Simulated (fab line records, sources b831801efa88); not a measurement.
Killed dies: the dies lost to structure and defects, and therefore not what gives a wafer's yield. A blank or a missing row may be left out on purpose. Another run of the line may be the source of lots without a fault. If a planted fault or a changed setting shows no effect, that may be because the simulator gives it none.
A struck lot beside a sound one ; flow gf180mcu ; 15 out of 602 route steps
Sound: the wafers L147.1, L147.2, L147.6. Wafers L161.1, L161.4, L161.5 were the ones struck. The cause is named last.
Each step with rows lists, per side, the tool, then ch with its chambers, then its first start. Under that, the readings that differ: sound wafers ; struck wafers ; difference of the means ; sigmas: that difference in standard deviations of wafers without a fault.
alike: same words and numbers on both sides, and readings whose means sit less than 2 such deviations apart. not compared: any withheld reading, any reading some wafer has no value for, any bound like >300 that may hide the same value, and any number with overlapping values for which the record gives no deviation.
The two part at a step that has a row with sigmas, a row that says differs or no value, or rows on one side only. Numbers that don't overlap but have no deviation are shown without sigmas and don't part them. A reading that every wafer of one side lacks parts them only if that side has two wafers or more.

first, 1 step without rows for these wafers: GF_POLY_GATE_CVD_00 (deposits poly-Si, target thk 200 nm, time 1200 s).
GF_POLY_GATE_THK_MEAS_01:
  sound: film_metro-03 at day 10 18:07; struck: film_metro-03 at day 15 06:40
  alike: POLY_GATE_CVD_00_THK
then, 8 steps without rows for these wafers: GF_POLY_GATE_DEHYDRATE_02 (time 60 s); GF_POLY_GATE_HMDS_03 (prime time 60 s); GF_POLY_GATE_COAT_04; GF_POLY_GATE_COAT_05 (resist thk 700 nm); GF_POLY_GATE_SOFTBAKE_06 (time 60 s); GF_POLY_GATE_EXPOSE_07 (exposes mask Poly2, target cd 280 nm); GF_POLY_GATE_PEB_08 (peb time 90 s); GF_POLY_GATE_DEVELOP_09 (develop time 60 s).
GF_POLY_GATE_CD_MEAS_10 targets a cd of 280 nm.
  sound: cd_sem-01 at day 11 12:22; struck: cd_sem-01 at day 16 04:25
  alike: cd_nm
GF_POLY_GATE_OVL_MEAS_11:
  sound: overlay-02 at day 11 12:29; struck: overlay-01 at day 16 04:32
  alike: POLY_GATE_OVL
GF_POLY_GATE_ETCH_12: etches BARC in N2/H2.
  sound on rie_diel-01 ch 0,1,3, day 11 12:31; struck on rie_diel-03 ch 1,2, day 16 04:34
reading;sound;struck;difference;sigmas
bias_w (W);100.44 100.00 100.45;95.98 95.92 96.17;-4.27;-15
  alike: drypump_motor_current_A, oes_product_au, throttle_valve_pct
GF_POLY_GATE_ETCH_13: etches poly-Si in HBr/Cl2, stops on SiO2, target depth 198.5 nm, time 69.6 s.
  sound on rie_si-02 ch 0,1,2, day 11 12:34; struck on rie_si-01 ch 0,1,2, day 16 04:37
  alike: bias_w, drypump_motor_current_A, oes_product_au, throttle_valve_pct
  not compared: rf_hours_counter_h
-- the record jumps here: 19 days lie between the struck wafers' starts before and after (it left off in module POLY_GATE and takes up again in module PASSIVATION, whose first step shown is number 602 of the route) --
GF_PASSIVATION_PROBE_99:
  the record has rows for the struck wafers here (prober-02, day 35 06:49) and none for the sound ones

## WHERE THEY PART
Last at GF_PASSIVATION_PROBE_99 as far as this record goes, first at GF_POLY_GATE_ETCH_12.

WHY: the cause the simulator had injected
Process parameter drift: rie_diel-03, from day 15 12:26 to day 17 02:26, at GF_POLY_GATE_ETCH_12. From 100, the setting bias_w moved by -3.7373. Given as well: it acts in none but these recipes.
